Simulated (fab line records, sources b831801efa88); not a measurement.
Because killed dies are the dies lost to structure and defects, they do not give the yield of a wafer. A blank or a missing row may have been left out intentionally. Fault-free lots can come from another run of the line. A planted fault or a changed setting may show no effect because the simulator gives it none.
A lot that was struck, set against a sound lot / flow sky130 / 21 out of 708 route steps
Sound: the wafers L789.2, L789.4, L789.5. Struck: wafers L794.1, L794.2, L794.5. At the end, the cause is stated.
At each step with rows: each side's tool, then ch and its chambers, then its first start. Under that, the readings that differ: sound wafers / struck wafers / difference of the means / sigmas: that difference in standard deviations of wafers without a fault.
alike: readings whose means differ by less than 2 such deviations, and words and numbers that are the same on both sides. not compared: withheld readings, readings that some wafer has no value for, bounds like >300 that may hide the same value, and numbers for which the record gives no deviation and whose values overlap.
A row with sigmas, a row that says differs or no value, or rows on one side alone: a step with any of these is where the two part. When numbers do not overlap yet have no deviation, they are printed without sigmas and do not part them. Lack of a reading on every wafer of one side parts them only where that side has two or more wafers.

first, 1 step without rows for these wafers: SKY_RES_XHIGH_IMPLANT_07.
SKY_RES_XHIGH_STRIP_08: strips in O2/N2.
  sound on plasma_asher-02 ch 0,1, day 31 16:35; struck on plasma_asher-04 ch 0,1, day 33 05:18
  alike: drypump_motor_current_A, oes_product_au, strip_time_to_endpoint_s
  not compared: rf_hours_counter_h
SKY_RES_XHIGH_TW_MEAS_09:
  sound on film_metro-02 at day 31 16:42; struck on film_metro-02 at day 33 05:24
  alike: RES_XHIGH_TW
then, 7 steps without rows for these wafers: SKY_SD_N_DEHYDRATE_00 (time 60 s); SKY_SD_N_HMDS_01 (prime time 60 s); SKY_SD_N_COAT_02 (resist thk 1140 nm); SKY_SD_N_SOFTBAKE_03 (time 60 s); SKY_SD_N_EXPOSE_04 (exposes mask NSDM, target cd 380 nm); SKY_SD_N_PEB_05; SKY_SD_N_DEVELOP_06 (develop time 60 s).
SKY_SD_N_CD_MEAS_07: target cd 380 nm.
  sound on cd_sem-01 at day 32 18:55; struck on cd_sem-02 at day 34 07:56
  alike: cd_nm
SKY_SD_N_OVL_MEAS_08:
  sound on overlay-02 at day 32 19:02; struck on overlay-02 at day 34 08:04
  alike: SD_N_OVL
SKY_SD_N_IMPLANT_09:
  sound on implanter-01 ch 0, day 32 19:05; struck on implanter-01 ch 0, day 34 08:06
reading=beam_energy_keV; sound=49.987 49.972 49.996; struck=52.312 52.334 52.304; difference=+2.332; sigmas=+99 or more
reading=model.implant.rp_nm (nm); sound=32 32 32; struck=33.23 33.23 33.23; difference=+1.23; sigmas=
reading=model.implant.drp_nm (nm); sound=14.11 14.11 14.11; struck=14.6 14.6 14.6; difference=+0.5; sigmas=
then, 1 step without rows for these wafers: SKY_SD_N_IMPLANT_10.
SKY_SD_N_STRIP_11: strips in O2/N2.
  sound on plasma_asher-02 ch 0,1, day 32 19:22; struck on plasma_asher-02 ch 0,1, day 34 08:24
reading=strip_time_to_endpoint_s (s); sound=22.56 22.55 22.54; struck=22.94 23.01 22.96; difference=+0.42; sigmas=+10
  alike: drypump_motor_current_A, oes_product_au
  not compared: rf_hours_counter_h
SKY_SD_N_TW_MEAS_12:
  sound on film_metro-01 at day 32 19:28; struck on film_metro-01 at day 34 08:30
reading=SD_N_TW; sound=3975 3962 3982; struck=4029 4028 4027; difference=+55; sigmas=+2
then, 1 step without rows for these wafers: SKY_SD_N_CLEAN_13 (cleans in SC1/SC2, time 150 s).
SKY_SD_N_RTA_14: time 2 s.
  sound on rtp_anneal-01 ch 0, day 32 19:35; struck on rtp_anneal-02 ch 0, day 34 08:37
  alike: lamp_power_pct, wafer_temp_C_max
SKY_SD_N_RS_MEAS_16: uses a four-point probe to measure.
  sound on film_metro-03 at day 32 19:46; struck on film_metro-02 at day 34 08:47
reading=SD_N_RS (ohm/sq); sound=68.63 68.58 68.65; struck=66.97 66.90 66.86; difference=-1.71; sigmas=-17
SKY_SD_N_RS_MEAS_17: uses a four-point probe to measure.
  sound on film_metro-03 at day 32 19:53; struck on film_metro-02 at day 34 08:54
  alike: SD_P_RS
-- here the record skips 16 days between the struck wafers' starts before and after, leaving off in module SD_N and picking up in module PAD_OPEN (first step shown: number 708 of the route) --
SKY_PAD_OPEN_PROBE_99:
  sound on prober-02 at day 49 05:22; struck on prober-02 at day 50 09:14
reading=model.etest.res_ndiff.rs_ohm_sq; sound=120.6 120.8 121.4; struck=118.6 117.6 118.1; difference=-2.8; sigmas=
reading=model.etest.res_ndiff_hv.rs_ohm_sq; sound=114.2 114.6 114.4; struck=112.4 112.5 111.4; difference=-2.3; sigmas=
  alike: killed_at_M0_to_M3, killed_at_M4_up, killed_at_contacts, killed_at_front_end, killed_at_other, killed_dies, killed_open, killed_short

## WHERE THEY PART
Earliest at SKY_SD_N_IMPLANT_09; latest, in this record, at SKY_SD_N_RS_MEAS_16. Later steps at which nothing parts them and some readings are alike: SKY_SD_N_RS_MEAS_17, SKY_PAD_OPEN_PROBE_99.

WHY: the cause the simulator had injected
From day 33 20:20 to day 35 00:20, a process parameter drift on implanter-01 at SKY_SD_N_IMPLANT_09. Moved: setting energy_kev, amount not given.
